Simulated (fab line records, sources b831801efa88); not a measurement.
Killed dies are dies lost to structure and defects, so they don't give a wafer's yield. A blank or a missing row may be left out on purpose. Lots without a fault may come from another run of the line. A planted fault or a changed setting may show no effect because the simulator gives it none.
Problem report in the 8D (eight disciplines) form, filled by code | flow sky130 | the parts of the form that need people (team, actions taken, sign-off) are left out

1. THE PROBLEM
run_length_s at SKY_VIA1_ETCH_14 reads a mean of 76.2 s on 2 wafers of 2 lots; wafers without a fault read 74.3 s with a standard deviation of 0.41. That is +4.5 standard deviations from the usual mean.
The step: etches BARC in N2/H2, stops on SiO2, time 45.9 s, target depth 60 nm.
First seen on wafer L148.1, day 35 13:11, on rie_diel-01. The record holds 18 wafers of 6 lots with a number at this step. Rule for "out", or "out of limits": more than 4 standard deviations from the usual mean. The other wafers with a number count as sound.

2. WHAT IT IS AND WHAT IT IS NOT
question                    | is                | is not
which readings at this step | run_length_s      | drypump_motor_current_A, throttle_valve_pct
which lots                  | L148, L149        | L147, L159, L161, L163
which wafers of those lots  | L148.1, L149.4    | L148.2, L148.3, L149.1, L149.3
read on which tools         | rie_diel-01       | rie_diel-03, rie_diel-04
when                        | from day 35 13:11 | up to then (5 sound wafers); but 11 sound wafers of L149, L159, L161, L163 came after

3. SUSPECTS, AND WHAT RULES EACH OUT
Counting: a tool at a process step up to the reading stays a suspect if it ran every lot that is out. Sound lots after the first of them don't rule it out here, since some wafers of a struck lot are sound.
- cmp-01 at SKY_VIA1_CMP_02 (polishes SiO2): kept. It ran every lot that is out, first L148 (day 34 10:22).
- rie_diel-01 at SKY_VIA1_ETCH_14 (etches BARC in N2/H2, stops on SiO2, time 45.9 s, target depth 60 nm): kept. It ran every lot that is out, first L148 (day 35 13:11); its last sound lot up to then is L147 (day 35 09:49). Its own readings are out on those wafers: run_length_s.
- Within cmp-01 at SKY_VIA1_CMP_02: the wafers that are out ran in chamber 0; their sound lot-mates ran in chambers 1, 2, 3.
- Within rie_diel-01 at SKY_VIA1_ETCH_14: the wafers that are out ran in chamber 2; their sound lot-mates ran in chambers 0, 1, 3.
Left after counting: cmp-01 at SKY_VIA1_CMP_02, rie_diel-01 at SKY_VIA1_ETCH_14.

4. THE CAUSE (what the simulator had put in)
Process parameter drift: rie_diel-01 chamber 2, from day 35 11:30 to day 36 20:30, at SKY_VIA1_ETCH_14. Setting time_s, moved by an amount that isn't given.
Counting left 2 suspects, and this tool is among them.

5. THE CHAIN OF EFFECTS, in route order
Each row: a reading whose mean over the struck wafers that have a number lies more than 3 standard deviations from the usual. Only readings for which the record gives a usual standard deviation are gone through. hours: the time from each lot's start at the first step in this table that gives one to its start at this step, as a median over the lots. sigmas: the change in usual standard deviations.
hours | step             | reading        | usual      | on struck wafers | change | sigmas
0     | SKY_VIA1_ETCH_14 | oes_product_au | 0.854 a.u. | 0.841            | -0.013 | -3.0
0     | SKY_VIA1_ETCH_14 | run_length_s   | 74.3 s     | 76.2             | +1.9   | +4.5
The process steps in it:
- SKY_VIA1_ETCH_14: etches BARC in N2/H2, stops on SiO2, time 45.9 s, target depth 60 nm.

6. WHAT WOULD HAVE CAUGHT IT SOONER
In this record the first reading out of limits was taken at day 35 13:11, 2 hours after the fault began at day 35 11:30.
